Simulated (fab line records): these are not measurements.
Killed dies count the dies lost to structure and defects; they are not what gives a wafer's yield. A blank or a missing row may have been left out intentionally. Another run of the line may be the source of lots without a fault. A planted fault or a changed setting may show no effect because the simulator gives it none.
fab line records + flow gf180mcu
record
- lots=13
- wafers=39
- lastDay=34
route steps=602 shown STI@14 LVPWELL@61 VT_IMPLANT@97
lots untouched by any fault: they come from a run of this same line in which no faults occurred
startH: hours from the record's first day to the start of the lot's first wafer shown + waitH: hours from the lot's prior step to this one + " identical to the entry in the row above + L1.1+2: one row covering several wafers at once + - no value, or no start given + * or withheld: withheld + < > ~ a bound
route shown NAME@n: NAME is a module with steps in the file, n the number in the route of the first one + usual: average and standard deviation across the fault-free wafers + same: alike in all rows + chamber/n: place in a boat + sites: the reading at each site + _std_site: standard deviation of those values + _edge_site: inner sites' mean taken away from outer sites' mean + radiusMm: how far each site lies from the wafer's centre + mask NAME#n: copy n + behind: the most recent tool/chamber to have shaped the wafer + hold: cause of the lot's hold/its duration in hours/its outcome + device: names the non-switching transistor (n, p or np) + end of line: tests of these same wafers at the route's end + a step without rows: its recipe alone + killed: dies lost to structure and defects at the first sort, not the wafer's yield + map: dies across one wafer; x = killed, . = not, _ = none there
set.NAME: setting as actually run; set.NAME@STEP: the setting as run at that earlier step + model.NAME: the simulator's own value behind a step, which no gauge read
a sample of lots followed through the steps of the route, with each step as a table and each wafer as a row
services: when a tool's chamber went out of use (startH, in hours from the record's first day, below 0 if earlier), for how many hours, and the reason
## steps
# step GF_STI_ETCH_13
# recipe
- chemistry=CHF3/O2
- stopOn=Si
- overEtchFrac=0.3
- targetDepthA=2823.1
- sourceW=600
- biasW=200
- pressureMtorr=40
- chf3FlowSccm=50
- O2_flow_sccm=5
- timeS=112.9
# usual
- drypumpMotorCurrentA=5.4/0.47
- oesProductAu=0.832/0.0051
- throttleValvePct=8.810/0.0099
| lot.wafer | tool       | chamber | startH | waitH | drypumpMotorCurrentA | oesProductAu | rfHoursCounterH | throttleValvePct |
|-----------|------------|---------|--------|-------|----------------------|--------------|-----------------|------------------|
| L181.2    | rieDiel-01 | 1       | 30.64  | 0.1   | 4.9                  | 0.836        | 72              | 8.810            |
| L181.4    | "          | 0       | "      | "     | 4.8                  | 0.830        | -               | 8.807            |
| L181.5    | "          | 3       | "      | "     | 5.5                  | 0.832        | -               | 8.801            |
| L182.4    | rieDiel-03 | 1       | 36.97  | 0.0   | 6.1                  | 0.827        | 167             | 8.809            |
| L182.5    | "          | 1       | "      | "     | 6.1                  | 0.833        | -               | 8.816            |
| L182.6    | "          | 0       | "      | "     | 5.9                  | 0.831        | -               | 8.806            |
| L183.2    | rieDiel-03 | 3       | 41.07  | 0.1   | 5.2                  | 0.831        | 1               | 8.802            |
| L183.3    | "          | 2       | "      | "     | 5.8                  | 0.828        | 142             | 8.796            |
| L183.6    | "          | 1       | "      | "     | 6.1                  | 0.829        | -               | 8.810            |
| L184.1    | rieDiel-02 | 0       | 45.62  | 0.1   | 6.3                  | 0.823        | 176             | 8.816            |
| L184.2    | "          | 1       | "      | "     | 5.7                  | 0.830        | 23              | 8.803            |
| L184.6    | "          | 0       | "      | "     | 6.3                  | 0.828        | -               | 8.793            |
| L187.2    | rieDiel-02 | 1       | 61.47  | 0.1   | 5.7                  | 0.829        | 24              | 8.810            |
| L187.4    | "          | 3       | "      | "     | 5.6                  | 0.826        | -               | 8.803            |
| L187.5    | "          | 1       | "      | "     | 5.7                  | 0.834        | -               | 8.817            |
| L188.1    | rieDiel-01 | 3       | 66.78  | 0.1   | 5.5                  | 0.834        | 11              | 8.819            |
| L188.5    | "          | 2       | "      | "     | 5.1                  | 0.828        | -               | 8.801            |
| L188.6    | "          | 3       | "      | "     | 5.5                  | 0.834        | -               | 8.831            |
| L190.3    | rieDiel-02 | 2       | 77.82  | 0.1   | 6.1                  | 0.838        | 57              | 8.818            |
| L190.4    | "          | 3       | "      | "     | 5.6                  | 0.837        | 1               | 8.810            |
| L190.6    | "          | 2       | "      | "     | 6.2                  | 0.838        | -               | 8.821            |
| L191.1    | rieDiel-01 | 0       | 82.22  | 0.1   | 4.8                  | 0.829        | 150             | 8.811            |
| L191.2    | "          | 1       | "      | "     | 4.9                  | 0.839        | 74              | 8.807            |
| L191.3    | "          | 3       | "      | "     | 5.5                  | 0.834        | 11              | 8.800            |
| L194.4    | rieDiel-01 | 2       | 98.55  | 0.0   | 5.1                  | 0.837        | 3               | 8.804            |
| L194.5    | "          | 1       | "      | "     | 4.9                  | 0.839        | -               | 8.802            |
| L194.6    | "          | 0       | "      | "     | 4.9                  | 0.838        | -               | 8.813            |
| L199.1    | rieDiel-03 | 2       | 123.10 | 0.1   | 5.8                  | 0.825        | 145             | 8.814            |
| L199.3    | "          | 0       | "      | "     | 5.8                  | 0.831        | 70              | 8.809            |
| L199.5    | "          | 0       | "      | "     | 5.9                  | 0.826        | -               | 8.802            |
| L200.1    | rieDiel-01 | 3       | 128.77 | 0.1   | 5.5                  | 0.829        | 12              | 8.803            |
| L200.4    | "          | 1       | "      | "     | 4.9                  | 0.840        | 75              | 8.812            |
| L200.5    | "          | 0       | "      | "     | 4.8                  | 0.832        | -               | 8.821            |
| L202.2    | rieDiel-01 | 2       | 138.63 | 0.1   | 5.1                  | 0.834        | 4               | 8.802            |
| L202.4    | "          | 3       | "      | "     | 5.5                  | 0.831        | 13              | 8.809            |
| L202.5    | "          | 0       | "      | "     | 4.8                  | 0.823        | -               | 8.807            |
| L203.2    | rieDiel-01 | 1       | 145.30 | 0.1   | 4.9                  | 0.824        | 76              | 8.810            |
| L203.3    | "          | 3       | "      | "     | 5.5                  | 0.830        | 13              | 8.813            |
| L203.6    | "          | 1       | "      | "     | 4.9                  | 0.832        | -               | 8.801            |
# step GF_LVPWELL_OVL_MEAS_07
# usual
- LVPWELL_OVL=0.1/1.2
| lot.wafer | tool       | chamber | startH | waitH | LVPWELL_OVL[nm] |
|-----------|------------|---------|--------|-------|-----------------|
| L181.2    | overlay-02 | -       | 73.71  | -     | -1.2            |
| L181.4    | "          | -       | "      | "     | -1.1            |
| L181.5    | "          | -       | "      | "     | 0.0             |
| L182.4    | overlay-01 | -       | 81.52  | -     | 1.6             |
| L182.5    | "          | -       | "      | "     | 0.5             |
| L182.6    | "          | -       | "      | "     | 1.5             |
| L183.2    | overlay-02 | -       | 84.76  | -     | 1.0             |
| L183.3    | "          | -       | "      | "     | 0.0             |
| L183.6    | "          | -       | "      | "     | 0.6             |
| L184.1    | overlay-01 | -       | 90.95  | -     | 1.7             |
| L184.2    | "          | -       | "      | "     | 0.2             |
| L184.6    | "          | -       | "      | "     | 1.1             |
| L187.2    | overlay-01 | -       | 109.76 | -     | -1.7            |
| L187.4    | "          | -       | "      | "     | -0.8            |
| L187.5    | "          | -       | "      | "     | -0.8            |
| L188.1    | overlay-02 | -       | 112.83 | -     | 0.9             |
| L188.5    | "          | -       | "      | "     | -0.1            |
| L188.6    | "          | -       | "      | "     | 0.5             |
| L190.3    | overlay-02 | -       | 126.96 | -     | -1.0            |
| L190.4    | "          | -       | "      | "     | -1.2            |
| L190.6    | "          | -       | "      | "     | -0.1            |
| L191.1    | overlay-02 | -       | 130.35 | -     | 0.6             |
| L191.2    | "          | -       | "      | "     | 1.1             |
| L191.3    | "          | -       | "      | "     | 0.5             |
| L194.4    | overlay-01 | -       | 147.02 | -     | 0.2             |
| L194.5    | "          | -       | "      | "     | 0.4             |
| L194.6    | "          | -       | "      | "     | 2.0             |
| L199.1    | overlay-02 | -       | 175.93 | -     | -0.6            |
| L199.3    | "          | -       | "      | "     | -0.8            |
| L199.5    | "          | -       | "      | "     | -1.8            |
| L200.1    | overlay-01 | -       | 183.38 | -     | -1.1            |
| L200.4    | "          | -       | "      | "     | -0.2            |
| L200.5    | "          | -       | "      | "     | 0.7             |
| L202.2    | overlay-01 | -       | 192.73 | -     | 1.6             |
| L202.4    | "          | -       | "      | "     | 1.8             |
| L202.5    | "          | -       | "      | "     | 2.5             |
| L203.2    | overlay-01 | -       | 204.45 | -     | -0.1            |
| L203.3    | "          | -       | "      | "     | 0.3             |
| L203.6    | "          | -       | "      | "     | -0.4            |
# step GF_VT_IMPLANT_OVL_MEAS_07
# usual
- VT_IMPLANT_OVL=-0.1/1.7
| lot.wafer | tool       | chamber | startH | waitH | VT_IMPLANT_OVL[nm] |
|-----------|------------|---------|--------|-------|--------------------|
| L181.2    | overlay-01 | -       | 115.62 | 0.1   | -2.7               |
| L181.4    | "          | -       | "      | "     | -0.9               |
| L181.5    | "          | -       | "      | "     | -4.0               |
| L182.4    | overlay-02 | -       | 125.35 | 0.1   | -0.5               |
| L182.5    | "          | -       | "      | "     | -2.1               |
| L182.6    | "          | -       | "      | "     | -0.4               |
| L183.2    | overlay-01 | -       | 128.81 | 0.1   | -1.9               |
| L183.3    | "          | -       | "      | "     | -2.7               |
| L183.6    | "          | -       | "      | "     | -1.2               |
| L184.1    | overlay-02 | -       | 136.25 | 0.1   | 2.6                |
| L184.2    | "          | -       | "      | "     | 3.1                |
| L184.6    | "          | -       | "      | "     | 2.5                |
| L187.2    | overlay-02 | -       | 154.73 | 0.1   | 0.1                |
| L187.4    | "          | -       | "      | "     | -0.6               |
| L187.5    | "          | -       | "      | "     | -1.1               |
| L188.1    | overlay-02 | -       | 159.88 | 0.1   | 1.3                |
| L188.5    | "          | -       | "      | "     | 0.6                |
| L188.6    | "          | -       | "      | "     | 2.2                |
| L190.3    | overlay-01 | -       | 175.66 | 0.1   | -1.5               |
| L190.4    | "          | -       | "      | "     | 1.0                |
| L190.6    | "          | -       | "      | "     | 0.8                |
| L191.1    | overlay-01 | -       | 179.21 | 0.1   | 0.8                |
| L191.2    | "          | -       | "      | "     | 2.2                |
| L191.3    | "          | -       | "      | "     | -0.2               |
| L194.4    | overlay-01 | -       | 197.32 | 0.1   | -1.7               |
| L194.5    | "          | -       | "      | "     | -1.4               |
| L194.6    | "          | -       | "      | "     | -1.6               |
| L199.1    | overlay-01 | -       | 228.70 | 0.1   | -0.3               |
| L199.3    | "          | -       | "      | "     | 0.1                |
| L199.5    | "          | -       | "      | "     | 1.1                |
| L200.1    | overlay-02 | -       | 236.08 | 0.1   | -2.9               |
| L200.4    | "          | -       | "      | "     | 0.8                |
| L200.5    | "          | -       | "      | "     | -1.8               |
| L202.2    | overlay-02 | -       | 246.66 | 0.1   | 1.9                |
| L202.4    | "          | -       | "      | "     | -0.1               |
| L202.5    | "          | -       | "      | "     | -0.4               |
| L203.2    | overlay-01 | -       | 259.72 | 0.1   | 1.9                |
| L203.3    | "          | -       | "      | "     | 2.2                |
| L203.6    | "          | -       | "      | "     | 1.1                |
# step GF_VT_IMPLANT_IMPLANT_19
# recipe
- species=As
- energyKev=100
- doseCm2=4.35e+12
- tiltDeg=7
# usual
- endStationPressureTorr=5.05e-06/2.9e-07
| lot.wafer | tool         | chamber | startH | waitH | endStationPressureTorr |
|-----------|--------------|---------|--------|-------|------------------------|
| L181.2    | implanter-03 | 0       | 130.29 | 0.0   | 5.77e-06               |
| L181.4    | "            | 0       | "      | "     | 5.09e-06               |
| L181.5    | "            | 0       | "      | "     | 4.59e-06               |
| L182.4    | implanter-03 | 0       | 140.66 | 0.1   | 5.34e-06               |
| L182.5    | "            | 0       | "      | "     | 5.18e-06               |
| L182.6    | "            | 0       | "      | "     | 4.97e-06               |
| L183.2    | implanter-03 | 0       | 144.41 | 0.0   | 5.36e-06               |
| L183.3    | "            | 0       | "      | "     | 5.03e-06               |
| L183.6    | "            | 0       | "      | "     | 5.36e-06               |
| L184.1    | implanter-01 | 0       | 151.85 | 0.0   | 4.81e-06               |
| L184.2    | "            | 0       | "      | "     | 5.24e-06               |
| L184.6    | "            | 0       | "      | "     | 4.5e-06                |
| L187.2    | implanter-03 | 0       | 171.01 | 0.0   | 5.9e-06                |
| L187.4    | "            | 0       | "      | "     | 5.2e-06                |
| L187.5    | "            | 0       | "      | "     | 4.3e-06                |
| L188.1    | implanter-04 | 0       | 176.56 | 0.0   | 4.93e-06               |
| L188.5    | "            | 0       | "      | "     | 5.05e-06               |
| L188.6    | "            | 0       | "      | "     | 5.23e-06               |
| L190.3    | implanter-01 | 0       | 192.46 | 0.1   | 5.42e-06               |
| L190.4    | "            | 0       | "      | "     | 4.76e-06               |
| L190.6    | "            | 0       | "      | "     | 5.2e-06                |
| L190.3    | implanter-01 | 0       | 192.78 | 0.3   | 4.72e-06               |
| L190.4    | "            | 0       | "      | "     | 4.93e-06               |
| L190.6    | "            | 0       | "      | "     | 5.3e-06                |
| L191.1    | implanter-01 | 0       | 196.45 | 0.0   | 4.82e-06               |
| L191.2    | "            | 0       | "      | "     | 4.76e-06               |
| L191.3    | "            | 0       | "      | "     | 5.07e-06               |
| L194.4    | implanter-03 | 0       | 214.69 | 0.1   | 4.85e-06               |
| L194.5    | "            | 0       | "      | "     | 5e-06                  |
| L194.6    | "            | 0       | "      | "     | 4.75e-06               |
| L194.4    | implanter-03 | 0       | 215.00 | 0.3   | 5.04e-06               |
| L194.5    | "            | 0       | "      | "     | 5.05e-06               |
| L194.6    | "            | 0       | "      | "     | 5.14e-06               |
| L199.1    | implanter-03 | 0       | 246.99 | 0.0   | 5.32e-06               |
| L199.3    | "            | 0       | "      | "     | 5.15e-06               |
| L199.5    | "            | 0       | "      | "     | 5.25e-06               |
| L200.1    | implanter-03 | 0       | 254.86 | 0.0   | 5.02e-06               |
| L200.4    | "            | 0       | "      | "     | 5.05e-06               |
| L200.5    | "            | 0       | "      | "     | 5.21e-06               |
| L202.2    | implanter-01 | 0       | 265.76 | 0.0   | 4.68e-06               |
| L202.4    | "            | 0       | "      | "     | 4.34e-06               |
| L202.5    | "            | 0       | "      | "     | 5.14e-06               |
| L203.2    | implanter-04 | 0       | 278.52 | 0.0   | 5.04e-06               |
| L203.3    | "            | 0       | "      | "     | 5.23e-06               |
| L203.6    | "            | 0       | "      | "     | 5.24e-06               |
# step GF_VT_IMPLANT_TW_MEAS_21
# usual
- VT_IMPLANT_2_TW=1222/12
| lot.wafer | tool         | chamber | startH | waitH | VT_IMPLANT_2_TW |
|-----------|--------------|---------|--------|-------|-----------------|
| L181.2    | filmMetro-01 | -       | 130.52 | 0.1   | 1238            |
| L181.4    | "            | -       | "      | "     | 1233            |
| L181.5    | "            | -       | "      | "     | 1231            |
| L182.4    | filmMetro-02 | -       | 140.87 | 0.1   | 1200            |
| L182.5    | "            | -       | "      | "     | 1199            |
| L182.6    | "            | -       | "      | "     | 1199            |
| L183.2    | filmMetro-01 | -       | 144.65 | 0.1   | 1225            |
| L183.3    | "            | -       | "      | "     | 1222            |
| L183.6    | "            | -       | "      | "     | 1224            |
| L184.1    | filmMetro-01 | -       | 152.10 | 0.1   | 1222            |
| L184.2    | "            | -       | "      | "     | 1230            |
| L184.6    | "            | -       | "      | "     | 1227            |
| L187.2    | filmMetro-04 | -       | 171.25 | 0.1   | 1224            |
| L187.4    | "            | -       | "      | "     | 1230            |
| L187.5    | "            | -       | "      | "     | 1230            |
| L188.1    | filmMetro-01 | -       | 176.81 | 0.1   | 1222            |
| L188.5    | "            | -       | "      | "     | 1216            |
| L188.6    | "            | -       | "      | "     | 1225            |
| L190.3    | filmMetro-02 | -       | 193.04 | 0.1   | 1504            |
| L190.4    | "            | -       | "      | "     | 1494            |
| L190.6    | "            | -       | "      | "     | 1505            |
| L191.1    | filmMetro-01 | -       | 196.70 | 0.1   | 1225            |
| L191.2    | "            | -       | "      | "     | 1229            |
| L191.3    | "            | -       | "      | "     | 1230            |
| L194.4    | filmMetro-04 | -       | 215.21 | 0.1   | 1538            |
| L194.5    | "            | -       | "      | "     | 1523            |
| L194.6    | "            | -       | "      | "     | 1535            |
| L199.1    | filmMetro-02 | -       | 247.24 | 0.1   | 1202            |
| L199.3    | "            | -       | "      | "     | 1211            |
| L199.5    | "            | -       | "      | "     | 1212            |
| L200.1    | filmMetro-04 | -       | 255.11 | 0.1   | 1223            |
| L200.4    | "            | -       | "      | "     | 1226            |
| L200.5    | "            | -       | "      | "     | 1228            |
| L202.2    | filmMetro-04 | -       | 266.00 | 0.1   | 1219            |
| L202.4    | "            | -       | "      | "     | 1218            |
| L202.5    | "            | -       | "      | "     | 1221            |
| L203.2    | filmMetro-02 | -       | 278.76 | 0.1   | 1219            |
| L203.3    | "            | -       | "      | "     | 1215            |
| L203.6    | "            | -       | "      | "     | 1227            |
## services
| tool         | chamber | startH | hours | kind   |
|--------------|---------|--------|-------|--------|
| rieDiel-02   | 2       | 12.22  | 6.2   | repair |
| rieDiel-01   | 2       | 16.14  | 34.5  | repair |
| implanter-03 | -       | 25.01  | 6.8   | repair |
| rieDiel-02   | 3       | 41.84  | 6.2   | repair |
| implanter-01 | -       | 45.48  | 1.9   | repair |
| rieDiel-03   | 1       | 51.61  | 7.4   | repair |
| rieDiel-01   | 2       | 54.21  | 2.7   | repair |
| rieDiel-01   | -       | 78.48  | 0.2   | repair |
| implanter-03 | -       | 108.27 | 3.0   | repair |
| rieDiel-02   | 2       | 108.56 | 7.0   | repair |
| implanter-01 | -       | 110.61 | 4.6   | pm     |
| rieDiel-03   | 0       | 115.99 | 6.8   | repair |
| rieDiel-03   | 3       | 116.79 | 4.6   | repair |
| implanter-03 | -       | 116.92 | 8.5   | pm     |
| rieDiel-02   | 0       | 117.77 | 45.0  | repair |
| rieDiel-03   | 1       | 143.02 | 22.2  | repair |
| implanter-01 | -       | 190.36 | 1.7   | repair |
| implanter-03 | -       | 194.61 | 7.9   | repair |
| implanter-01 | -       | 205.67 | 5.2   | repair |
| implanter-03 | -       | 205.91 | 2.1   | repair |
| implanter-04 | -       | 238.95 | 4.5   | repair |
| implanter-03 | -       | 256.85 | 3.8   | pm     |
| implanter-04 | -       | 260.84 | 1.3   | repair |
| rieDiel-01   | -       | 277.47 | 5.6   | repair |
## key
firstSign
- step=GF_VT_IMPLANT_IMPLANT_19
- reading=visit
- direction=added
effect
- step=GF_VT_IMPLANT_TW_MEAS_21
- reading=VT_IMPLANT_2_TW
- direction=up
- sigmas=25
- usual=1222
- struck=1517
metAt GF_VT_IMPLANT_IMPLANT_19
struckLots L190,L194
testerLeftOut L190,L194
notActingAt GF_STI_ETCH_13,GF_LVPWELL_OVL_MEAS_07,GF_VT_IMPLANT_OVL_MEAS_07
fault
- kind=repeatedStepWhole
- tool=implanter-01,implanter-03,implanter-04
- chamber=-
- onsetH=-
- steps=GF_VT_IMPLANT_IMPLANT_19
- times=1
- scope=struckLotsOnly
# testerLeftOut: of these lots the tester's yield and bins aren't shown, on N5 and GAA mostly nor the transistor test; their killed dies are dies lost to structure and defects alone, not to doping, threshold or leakage, so they don't give the yield
